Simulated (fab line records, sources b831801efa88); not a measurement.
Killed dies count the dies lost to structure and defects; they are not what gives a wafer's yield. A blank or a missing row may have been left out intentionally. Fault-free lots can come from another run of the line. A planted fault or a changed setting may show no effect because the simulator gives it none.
Struck lot and sound lot, side by side	flow sky130	22 steps out of a route of 708
Sound: these wafers, L871.1, L871.2, L871.3. The struck wafers were L881.2, L881.3, L881.4. At the end, the cause is stated.
At each step with rows: each side's tool, then ch and its chambers, then its first start. Under that, the readings that differ: sound wafers	struck wafers	difference of the means	sigmas: that difference in standard deviations of wafers without a fault.
alike: same words and numbers on both sides, and readings whose means sit less than 2 such deviations apart. not compared: any withheld reading, any reading some wafer has no value for, any bound like >300 that may hide the same value, and any number with overlapping values for which the record gives no deviation.
Wherever a step has rows on one side only, a row that says differs or no value, or a row with sigmas, the two part there. When numbers do not overlap yet have no deviation, they are printed without sigmas and do not part them. A reading that every wafer of one side lacks parts them only if that side has two wafers or more.

SKY_SONOS_ONO_CD_MEAS_13: target cd 410 nm.
  sound: cd-sem-01 at day 13 01:49; struck: cd-sem-02 at day 16 05:34
  alike: cd-nm
SKY_SONOS_ONO_OVL_MEAS_14:
  sound: overlay-02 at day 13 01:56; struck: overlay-01 at day 16 05:40
  alike: SONOS_ONO_OVL
SKY_SONOS_ONO_ETCH_15: etches the open film in CHF3/O2, target depth 19.52 nm, time 7.8 s.
  sound on rie-diel-01 ch 1,2,3, day 13 01:58; struck on rie-diel-02 ch 1,2,3, day 16 05:42
  alike: chamber-pressure-mTorr, drypump-motor-current-A, oes-product-au, throttle-valve-pct
  not compared: rf-hours-counter-h
then, 1 step without rows for these wafers: SKY_SONOS_ONO_WET_ETCH_16 (etches SiO2 in dHF, target depth 14 nm, time 280 s).
SKY_SONOS_ONO_STRIP_17: strips in O2/N2.
  sound on plasma-asher-03 ch 0,1, day 13 02:04; struck on plasma-asher-04 ch 0,1, day 16 05:49
reading	sound	struck	difference	sigmas
strip-time-to-endpoint-s (s)	14.03 13.98 13.94	14.16 14.13 14.09	+0.14	+3
  alike: chamber-pressure-mTorr, drypump-motor-current-A, oes-product-au
  not compared: rf-hours-counter-h
then, 3 steps without rows for these wafers: SKY_SONOS_ONO_WET_ETCH_18 (etches Si3N4 in H3PO4, target depth 15 nm, time 172 s); SKY_GATE_OXIDE_CLEAN_00 (cleans in SC1/SC2, time 150 s); SKY_GATE_OXIDE_OXIDATION_01 (stabilise 600 s, purge 300 s, target thk 10.268 nm).
SKY_GATE_OXIDE_THK_MEAS_02:
  sound: film-metro-01 at day 13 05:44; struck: film-metro-02 at day 16 09:25
  alike: GATE_OXIDE_OXIDATION_00_THK
then, 3 steps without rows for these wafers: SKY_GATE_OXIDE_DEHYDRATE_03 (time 60 s); SKY_GATE_OXIDE_HMDS_04 (prime time 60 s); SKY_GATE_OXIDE_COAT_05 (resist thk 1140 nm).
SKY_GATE_OXIDE_SOFTBAKE_06: time 60 s.
  sound on litho-track-01 ch 0, day 13 18:01; struck on litho-track-01 ch 0, day 16 23:02
reading	sound	struck	difference	sigmas
heater-power-total-W (W)	56.68 56.65 56.63	60.84 60.85 60.83	+4.19	+99 or more
plate-temp-C (C)	90.06 90.02 90.12	94.79 94.90 94.73	+4.74	+43
model.NOVOLAK_of_GATE_OXIDE_COAT_05.thk-nm (nm)	1144 1145 1145	1130 1128 1125	-17	
  alike: resist-line-temp-C
then, 2 steps without rows for these wafers: SKY_GATE_OXIDE_EXPOSE_07 (exposes mask LVOM, target cd 600 nm); SKY_GATE_OXIDE_PEB_08.
SKY_GATE_OXIDE_DEVELOP_09: develop time 60 s.
  sound on litho-track-01 ch 0, day 14 07:31; struck on litho-track-02 ch 0, day 17 13:22
reading	sound	struck	difference	sigmas
model.NOVOLAK_of_GATE_OXIDE_COAT_05.thk-nm (nm)	1144 1145 1144	1130 1128 1125	-17	
  alike: resist-line-temp-C
SKY_GATE_OXIDE_OVL_MEAS_10:
  sound: overlay-01 at day 14 07:40; struck: overlay-01 at day 17 13:29
  alike: GATE_OXIDE_OVL
then, 2 steps without rows for these wafers: SKY_GATE_OXIDE_IMPLANT_11; SKY_GATE_OXIDE_WET_ETCH_12 (etches SiO2 in dHF, target depth 16.8 nm, time 336 s).
SKY_GATE_OXIDE_STRIP_13: strips in O2/N2.
  sound on plasma-asher-03 ch 0,1, day 14 07:58; struck on plasma-asher-03 ch 0,1, day 17 13:46
reading	sound	struck	difference	sigmas
strip-time-to-endpoint-s (s)	14.24 14.22 14.23	14.07 14.03 14.01	-0.19	-6
  alike: chamber-pressure-mTorr, drypump-motor-current-A, oes-product-au
  not compared: rf-hours-counter-h
SKY_GATE_OXIDE_TW_MEAS_14:
  sound: film-metro-01 at day 14 08:04; struck: film-metro-04 at day 17 13:53
  alike: GATE_OXIDE_TW
-- record jumps: 31 days separate the struck wafers' starts on either side; left off in module GATE_OXIDE, taken up again in module PAD_OPEN, whose first shown step is the route's number 708 --
SKY_PAD_OPEN_PROBE_99:
  sound: prober-02 at day 46 06:20; struck: prober-01 at day 48 11:35
  alike: killed_at_M0_to_M3, killed_at_M4_up, killed-at-contacts, killed-at-front-end, killed-at-other, killed-dies, killed-open, killed-short

WHERE THEY PART
First at SKY_SONOS_ONO_STRIP_17; last, within this record, at SKY_GATE_OXIDE_STRIP_13. Later steps at which nothing parts them and some readings are alike: SKY_GATE_OXIDE_TW_MEAS_14, SKY_PAD_OPEN_PROBE_99.

WHY: what had been put in by the simulator
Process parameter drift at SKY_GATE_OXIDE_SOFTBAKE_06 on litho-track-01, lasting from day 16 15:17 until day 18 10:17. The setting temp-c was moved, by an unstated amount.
